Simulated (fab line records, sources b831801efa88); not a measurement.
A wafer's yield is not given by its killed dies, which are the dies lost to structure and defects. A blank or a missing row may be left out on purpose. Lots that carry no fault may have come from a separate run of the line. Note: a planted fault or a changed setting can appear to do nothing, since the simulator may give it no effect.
Which tool is to blame? | flow gf180mcu | 11 lots, 33 wafers sampled, at 7 steps of a route of 602

== WHAT EACH GAUGE READ, for each wafer ==
GF_HV_LDD_TW_MEAS_38. Usual: HV_LDD_3_TW typically reads 1445, with standard deviation 10.
lot  | measured     | on           | HV_LDD_3_TW    | flag
L836 | day 11 14:58 | filmMetro-01 | 1443 1435 1440 | 
L837 | day 11 20:38 | filmMetro-04 | 1460 1459 1461 | 
L839 | day 12 12:11 | filmMetro-04 | 1445 1450 1457 | 
L848 | day 15 18:13 | filmMetro-02 | 1438 1446 1443 | 
L849 | day 15 18:25 | filmMetro-01 | 1441 1445 1449 | 
L851 | day 16 17:39 | filmMetro-02 | 1433 1425 1434 | 
L852 | day 16 18:16 | filmMetro-01 | 1443 1442 1441 | 
L854 | day 17 16:01 | filmMetro-04 | 1464 1464 1464 | 
L855 | day 18 02:11 | filmMetro-01 | 1446 1450 1449 | 
L857 | day 18 11:49 | filmMetro-02 | 1442 1435 1435 | 
L858 | day 18 23:22 | filmMetro-01 | 1439 1446 1438 | 

GF_PSD_TW_MEAS_11. Usual: PSD_TW typically reads 3204, with standard deviation 31.
lot  | measured     | on           | PSD_TW         | flag
L836 | day 14 05:18 | filmMetro-04 | 3247 3252 3214 | 
L837 | day 14 10:35 | filmMetro-04 | 3210 3233 3235 | 
L839 | day 15 08:23 | filmMetro-03 | 3184 3183 3165 | 
L848 | day 18 20:31 | filmMetro-04 | 3524 3532 3508 | OFF
L849 | day 18 22:02 | filmMetro-04 | 3496 3525 3541 | OFF
L851 | day 19 20:36 | filmMetro-03 | 3449 3450 3442 | OFF
L852 | day 19 23:20 | filmMetro-04 | 3224 3242 3228 | 
L854 | day 20 19:24 | filmMetro-02 | 3204 3223 3207 | 
L855 | day 21 06:34 | filmMetro-02 | 3176 3196 3199 | 
L857 | day 21 17:53 | filmMetro-04 | 3250 3249 3260 | 
L858 | day 22 03:16 | filmMetro-03 | 3173 3168 3162 | 

GF_PSD_RS_MEAS_15: a four-point-probe measurement. Usual: PSD_RS typically reads 108.50 ohm/sq, with standard deviation 0.28.
lot  | measured     | on           | PSD_RS (ohm/sq)      | flag
L836 | day 14 05:37 | filmMetro-03 | 108.62 108.32 108.63 | 
L837 | day 14 10:54 | filmMetro-04 | 108.57 108.23 108.25 | 
L839 | day 15 08:44 | filmMetro-02 | 108.29 107.83 107.86 | 
L848 | day 18 20:51 | filmMetro-03 | 96.31 96.41 96.65    | OFF
L849 | day 18 22:22 | filmMetro-03 | 96.36 96.37 96.39    | OFF
L851 | day 19 20:55 | filmMetro-03 | 96.92 96.85 96.91    | OFF
L852 | day 19 23:40 | filmMetro-02 | 108.44 108.62 108.32 | 
L854 | day 20 19:49 | filmMetro-03 | 108.44 108.16 108.15 | 
L855 | day 21 06:53 | filmMetro-03 | 108.31 108.32 108.62 | 
L857 | day 21 18:12 | filmMetro-02 | 108.21 108.39 108.70 | 
L858 | day 22 03:35 | filmMetro-04 | 108.08 107.89 108.42 | 

GF_SAB_CD_MEAS_09 targets a cd of 420 nm. Usual: 419.3 nm for cdNm, sd 2.3.
lot  | measured     | on       | cdNm (nm)         | flag
L836 | day 15 02:28 | cdSem-02 | 419.7 417.9 416.7 | 
L837 | day 15 08:36 | cdSem-01 | 419.4 420.3 418.9 | 
L839 | day 16 06:38 | cdSem-02 | 419.1 417.5 420.0 | 
L848 | day 19 20:33 | cdSem-01 | 420.6 421.6 419.5 | 
L849 | day 19 22:49 | cdSem-02 | 418.9 417.1 418.0 | 
L851 | day 20 21:54 | cdSem-02 | 419.5 421.5 420.9 | 
L852 | day 20 23:39 | cdSem-01 | 417.6 414.5 416.6 | 
L854 | day 21 19:40 | cdSem-01 | 423.0 426.7 423.8 | 
L855 | day 22 06:31 | cdSem-01 | 418.5 418.7 417.6 | 
L857 | day 22 17:21 | cdSem-01 | 419.9 420.2 419.7 | 
L858 | day 23 03:01 | cdSem-01 | 420.0 419.8 420.3 | 

== WHICH TOOL RAN EACH LOT (tool, then ch and the chambers of the sampled wafers, then the start) ==
lot  | GF_POLY_GATE_STRIP_14               | GF_PSD_IMPLANT_09               | GF_PSD_STRIP_10
L836 | plasmaAsher-02 ch 0, day 9 06:43    | implanter-03 ch 0, day 14 05:03 | plasmaAsher-03 ch 0,1, day 14 05:12
L837 | plasmaAsher-02 ch 0,1, day 9 12:23  | implanter-03 ch 0, day 14 10:20 | plasmaAsher-03 ch 0,1, day 14 10:29
L839 | plasmaAsher-01 ch 0,1, day 10 01:29 | implanter-04 ch 0, day 15 08:11 | plasmaAsher-01 ch 0,1, day 15 08:17
L848 | plasmaAsher-01 ch 0,1, day 13 00:56 | implanter-03 ch 0, day 18 20:18 | plasmaAsher-02 ch 0,1, day 18 20:25
L849 | plasmaAsher-01 ch 0,1, day 13 01:40 | implanter-03 ch 0, day 18 21:48 | plasmaAsher-01 ch 0,1, day 18 21:56
L851 | plasmaAsher-04 ch 0,1, day 13 17:16 | implanter-03 ch 0, day 19 20:21 | plasmaAsher-01 ch 1, day 19 20:30
L852 | plasmaAsher-01 ch 0, day 13 20:04   | implanter-04 ch 0, day 19 23:06 | plasmaAsher-03 ch 0,1, day 19 23:14
L854 | plasmaAsher-04 ch 0,1, day 14 18:19 | implanter-02 ch 0, day 20 19:11 | plasmaAsher-03 ch 0,1, day 20 19:19
L855 | plasmaAsher-02 ch 0, day 15 01:05   | implanter-02 ch 0, day 21 06:19 | plasmaAsher-01 ch 0,1, day 21 06:27
L857 | plasmaAsher-01 ch 0,1, day 15 12:25 | implanter-04 ch 0, day 21 17:38 | plasmaAsher-02 ch 0,1, day 21 17:47
L858 | plasmaAsher-02 ch 1, day 15 22:53   | implanter-04 ch 0, day 22 03:01 | plasmaAsher-01 ch 0, day 22 03:09
- GF_POLY_GATE_STRIP_14: strips in O2/N2.
- GF_PSD_IMPLANT_09
- GF_PSD_STRIP_10: strips in O2/N2.

== WHAT THE TOOLS THEMSELVES READ (means of the sampled wafers that have a number; where no wafer has one, the mark that the record gives instead) ==
GF_POLY_GATE_STRIP_14. Usual: drypumpMotorCurrentA 5.6 A, standard deviation 0.31; heaterPowerW 318 W, standard deviation 17; oesProductAu 0.505 a.u., standard deviation 0.0046.
lot  | tool           | drypumpMotorCurrentA (A) | heaterPowerW (W) | oesProductAu (a.u.) | flag
L836 | plasmaAsher-02 | 6.0                      | 339              | 0.505               | 
L837 | plasmaAsher-02 | 5.9                      | 339              | 0.504               | 
L839 | plasmaAsher-01 | 5.6                      | 328              | 0.501               | 
L848 | plasmaAsher-01 | 5.6                      | 323              | 0.505               | 
L849 | plasmaAsher-01 | 5.6                      | 333              | 0.500               | 
L851 | plasmaAsher-04 | 5.3                      | 302              | 0.501               | 
L852 | plasmaAsher-01 | 5.5                      | 320              | 0.506               | 
L854 | plasmaAsher-04 | 5.3                      | 299              | 0.504               | 
L855 | plasmaAsher-02 | 5.9                      | 342              | 0.506               | 
L857 | plasmaAsher-01 | 5.6                      | 324              | 0.506               | 
L858 | plasmaAsher-02 | 5.9                      | 320              | 0.504               | 

GF_PSD_IMPLANT_09. Usual: beamEnergyKeV 39.999, standard deviation 0.01; endStationPressureTorr 1.17e-05 Torr, standard deviation 5.3e-07; faradayCurrentUA 8229, standard deviation 160.
lot  | tool         | beamEnergyKeV | endStationPressureTorr (Torr) | faradayCurrentUA | flag
L836 | implanter-03 | 40.007        | 1.19e-05                      | 8300             | 
L837 | implanter-03 | 39.994        | 1.17e-05                      | 8230             | 
L839 | implanter-04 | 39.988        | 1.16e-05                      | 8286             | 
L848 | implanter-03 | 55.159        | 1.20e-05                      | 8363             | OFF
L849 | implanter-03 | 55.165        | 1.15e-05                      | 8245             | OFF
L851 | implanter-03 | 55.163        | 1.15e-05                      | 8136             | OFF
L852 | implanter-04 | 39.997        | 1.18e-05                      | 8318             | 
L854 | implanter-02 | 40.010        | 1.14e-05                      | 8175             | 
L855 | implanter-02 | 39.991        | 1.13e-05                      | 8149             | 
L857 | implanter-04 | 40.002        | 1.15e-05                      | 8198             | 
L858 | implanter-04 | 40.008        | 1.22e-05                      | 8247             | 

GF_PSD_STRIP_10. Usual: drypumpMotorCurrentA 5.8 A, standard deviation 0.36; heaterPowerW 330 W, standard deviation 16; oesProductAu 0.591 a.u., standard deviation 0.0044; stripTimeToEndpointS 16.53 s, standard deviation 0.038.
lot  | tool           | drypumpMotorCurrentA (A) | heaterPowerW (W) | oesProductAu (a.u.) | stripTimeToEndpointS (s) | flag
L836 | plasmaAsher-03 | 5.9                      | 326              | 0.592               | 16.55                    | 
L837 | plasmaAsher-03 | 5.9                      | 322              | 0.589               | 16.51                    | 
L839 | plasmaAsher-01 | 5.5                      | 329              | 0.591               | 16.54                    | 
L848 | plasmaAsher-02 | 5.9                      | 325              | 0.564               | 18.01                    | OFF
L849 | plasmaAsher-01 | 5.6                      | 323              | 0.567               | 18.03                    | OFF
L851 | plasmaAsher-01 | 5.6                      | 328              | 0.562               | 17.98                    | OFF
L852 | plasmaAsher-03 | 6.3                      | 350              | 0.590               | 16.56                    | 
L854 | plasmaAsher-03 | 5.9                      | 329              | 0.592               | 16.57                    | 
L855 | plasmaAsher-01 | 5.6                      | 324              | 0.595               | 16.51                    | 
L857 | plasmaAsher-02 | 6.0                      | 333              | 0.594               | 16.53                    | 
L858 | plasmaAsher-01 | 5.6                      | 326              | 0.592               | 16.53                    | 

== THE ANSWER, worked out from the rows above alone ==
Rule: a lot counts as off when the mean over its wafers that have a number is more than 3 standard deviations away from the usual mean. A lot without any number at a reading at which 4 lots or more have one is off too. Where the step has rows for the other lots, those lots are counted as sound. After the gauges, taken in route order, come the tools' own readings; for these a lot's mean is taken, as printed above. At the first step where some lot is off, the reading lying furthest off is the one used; lots without a number count as furthest.
Off: at GF_PSD_TW_MEAS_11 (PSD_TW), L848, L849, L851.
If a tool, at a process step before that reading, ran all the lots that are off and no sound lot after the first of them, it fits. Not tried: the gauges at GF_PSD_TW_MEAS_11; whatever is off there is also off at GF_PSD_IMPLANT_09, on other tools, and gauge error can't account for it. One candidate fits, namely implanter-03 at GF_PSD_IMPLANT_09. Its last sound lot is L837 (day 14 10:20), its first lot that is off L848 (day 18 20:18): a fault that began between those two fits.
On the lots that are off, the tool's own readings at GF_PSD_IMPLANT_09 differ by more than 5 times the standard deviation of the sound lots' means, which bears it out; beamEnergyKeV reads 55.162 there versus 40.000 on the sound lots.

== WHAT THE SIMULATOR PUT IN ==
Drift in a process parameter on implanter-03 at GF_PSD_IMPLANT_09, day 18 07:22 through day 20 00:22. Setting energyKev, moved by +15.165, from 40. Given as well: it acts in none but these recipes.
Lots struck among those shown: L848, L849, L851. The rule above reached the same finding.
